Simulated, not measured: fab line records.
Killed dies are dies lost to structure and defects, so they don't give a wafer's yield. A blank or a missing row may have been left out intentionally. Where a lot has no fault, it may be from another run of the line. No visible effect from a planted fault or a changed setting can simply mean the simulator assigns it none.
A lot that was struck, set against a sound lot	flow sky130	43 steps out of a route of 708
Sound: wafers L869.1, L869.2, L869.4. Struck: wafer L882.2 (left out: L882.1, L882.6 of the same lot, which were not struck); the cause appears at the end.
For every step that has rows: the tool of each side, followed by ch and its chambers, followed by its first start. Under that, the readings that differ: sound wafers	struck wafers	difference of the means	sigmas: that difference in standard deviations of wafers without a fault.
alike: a reading whose means differ by less than 2 such deviations, as well as words and numbers matching on both sides. not compared: withheld readings; readings where some wafer has no value; bounds like >300 that might hide an equal value; numbers whose values overlap and for which the record gives no deviation.
Wherever a step has rows on one side only, a row that says differs or no value, or a row with sigmas, the two part there. When numbers do not overlap yet have no deviation, they are printed without sigmas and do not part them. A reading missing from all wafers of one side parts the sides only when that side holds two or more wafers.

SKY_VIA2_SPUTTER_20: material TiN, target thk 20 nm, time 80 s.
  sound on pvd_sputter-01, day 38 22:20; struck on pvd_sputter-03, day 43 03:20
  alike: cathode_dc_power_W, throttle_valve_pct
SKY_VIA2_CVD_21: deposits W, target thk 420 nm, time 126.4 s.
  sound on cvd_w-02 ch 0,1, day 38 22:23; struck on cvd_w-01 ch 0, day 43 03:23
  alike: heater_power_w
SKY_VIA2_RS_MEAS_22: measures by four-point-probe.
  sound on film_metro-03, day 38 22:31; struck on film_metro-03, day 43 03:31
  alike: VIA2_W_RS
SKY_VIA2_THK_MEAS_23: measures by xrf.
  sound on film_metro-03, day 38 22:38; struck on film_metro-03, day 43 03:38
  alike: VIA2_W_THK
then, 3 steps without rows for these wafers: SKY_VIA2_CMP_24 (polishes, stops on SiO2, t overpolish 20 s, target thk 0 nm); SKY_METAL3_SPUTTER_00 (material Ti, target thk 15 nm, time 10 s); SKY_METAL3_SPUTTER_01 (material TiN, target thk 20 nm, time 16.7 s).
SKY_METAL3_SPUTTER_02: material AlCu, target thk 735 nm, time 39.1 s.
  sound on pvd_sputter-03, day 38 23:03; struck on pvd_sputter-03, day 43 04:03
  alike: cathode_dc_power_W, throttle_valve_pct
then, 1 step without rows for these wafers: SKY_METAL3_SPUTTER_03 (material Ti, target thk 5 nm, time 3.3 s).
SKY_METAL3_SPUTTER_04: material TiN, target thk 70 nm, time 58.3 s.
  sound on pvd_sputter-03, day 38 23:06; struck on pvd_sputter-03, day 43 04:06
  alike: cathode_dc_power_W, throttle_valve_pct
then, 1 step without rows for these wafers: SKY_CAPM_CVD_00 (deposits SiO2, target thk 15.5 nm).
SKY_CAPM_THK_MEAS_01:
  sound on film_metro-04, day 38 23:11; struck on film_metro-04, day 43 04:11
  alike: CAPM_CVD_00_THK
SKY_CAPM_SPUTTER_02: material TiN, target thk 200 nm, time 166.7 s.
  sound on pvd_sputter-01, day 38 23:14; struck on pvd_sputter-02, day 43 04:15
  alike: cathode_dc_power_W, throttle_valve_pct
SKY_CAPM_RS_MEAS_03: measures by four-point-probe.
  sound on film_metro-04, day 38 23:20; struck on film_metro-01, day 43 04:22
  alike: CAPM_TIN_RS
SKY_CAPM_THK_MEAS_04: measures by xrf.
  sound on film_metro-04, day 38 23:28; struck on film_metro-01, day 43 04:29
  alike: CAPM_TIN_THK
then, 7 steps without rows for these wafers: SKY_CAPM_DEHYDRATE_05 (time 60 s); SKY_CAPM_HMDS_06 (prime time 60 s); SKY_CAPM_COAT_07 (resist thk 1140 nm); SKY_CAPM_SOFTBAKE_08 (time 60 s); SKY_CAPM_EXPOSE_09 (exposes mask CAPM, target cd 1000 nm); SKY_CAPM_PEB_10; SKY_CAPM_DEVELOP_11 (develop time 60 s).
SKY_CAPM_OVL_MEAS_12:
  sound on overlay-01, day 39 23:53; struck on overlay-01, day 44 03:04
  alike: CAPM_OVL
then, 13 steps without rows for these wafers: SKY_CAPM_METAL_ETCH_13 (etches TiN in Cl2/BCl3, stops on SiO2, target depth 220 nm, time 62.9 s); SKY_CAPM_STRIP_14 (strips in O2/N2); SKY_CAPM_STRIP_15 (strips in post etch residue remover, time 1200 s); SKY_CAPM_CLEAN_16 (cleans in IPA, time 180 s); SKY_CAPM_CLEAN_17 (cleans in O3/DIW); SKY_METAL3_DEHYDRATE_05 (time 60 s); SKY_METAL3_HMDS_06 (prime time 60 s); SKY_METAL3_COAT_07 (resist thk 60 nm); SKY_METAL3_COAT_08 (resist thk 1140 nm); SKY_METAL3_SOFTBAKE_09 (time 90 s); SKY_METAL3_EXPOSE_10 (exposes mask MM3, target cd 300 nm); SKY_METAL3_PEB_11; SKY_METAL3_DEVELOP_12 (develop time 60 s).
SKY_METAL3_CD_MEAS_13 targets a cd of 300 nm.
  sound on cd_sem-01, day 41 01:06; struck on cd_sem-01, day 45 03:11
  alike: cd_nm
SKY_METAL3_OVL_MEAS_14:
  sound on overlay-02, day 41 01:13; struck on overlay-01, day 45 03:18
  alike: METAL3_OVL
then, 1 step without rows for these wafers: SKY_METAL3_DESCUM_15 (chemistry O2, time 8 s).
SKY_METAL3_ETCH_16: etches BARC in N2/H2, stops on SiO2, time 88.2 s, target depth 60 nm.
  sound on rie_metal-01 ch 0,1, day 41 01:17; struck on rie_metal-03 ch 0, day 45 03:22
  alike: drypump_motor_current_A, oes_product_au, throttle_valve_pct
  not compared: rf_hours_counter_h
then, 2 steps without rows for these wafers: SKY_METAL3_ETCH_17 (etches SiO2 in C4F8/O2/Ar, stops on TiN, time 3.9 s, target depth 15 nm); SKY_METAL3_METAL_ETCH_18 (etches the open film in Cl2/BCl3, stops on SiO2, target depth 845 nm, time 183.1 s).
-- the record jumps here: 6 days lie between the struck wafers' starts before and after (it left off in module METAL3 and takes up again in module PAD_OPEN, whose first step shown is number 708 of the route) --
SKY_PAD_OPEN_PROBE_99:
  sound on prober-01, day 47 19:24; struck on prober-01, day 51 02:25
reading	sound	struck	difference	sigmas
defect_limited_yield (%)	83.1 84.3 84.6	78.5	-5.5	-3
killed_at_other	0 0 1	36	+36	+61
killed_dies	83 77 76	106	+27	+3
model.etest.tester.sort_n_pass	409 415 416	386	-27	
model.etest.tester.sort_yield_pct (%)	83.13 84.35 84.55	78.46	-5.55	
model.etest.tester.sort_bin_5_pct (%)	10.57 9.35 9.959	12.8	+2.8	
  alike: killed_at_M0_to_M3, killed_at_M4_up, killed_at_contacts, killed_at_front_end, killed_open, killed_short

== WHERE THEY PART ==
Within this record, at SKY_PAD_OPEN_PROBE_99 only.

WHY: whatever the simulator had introduced
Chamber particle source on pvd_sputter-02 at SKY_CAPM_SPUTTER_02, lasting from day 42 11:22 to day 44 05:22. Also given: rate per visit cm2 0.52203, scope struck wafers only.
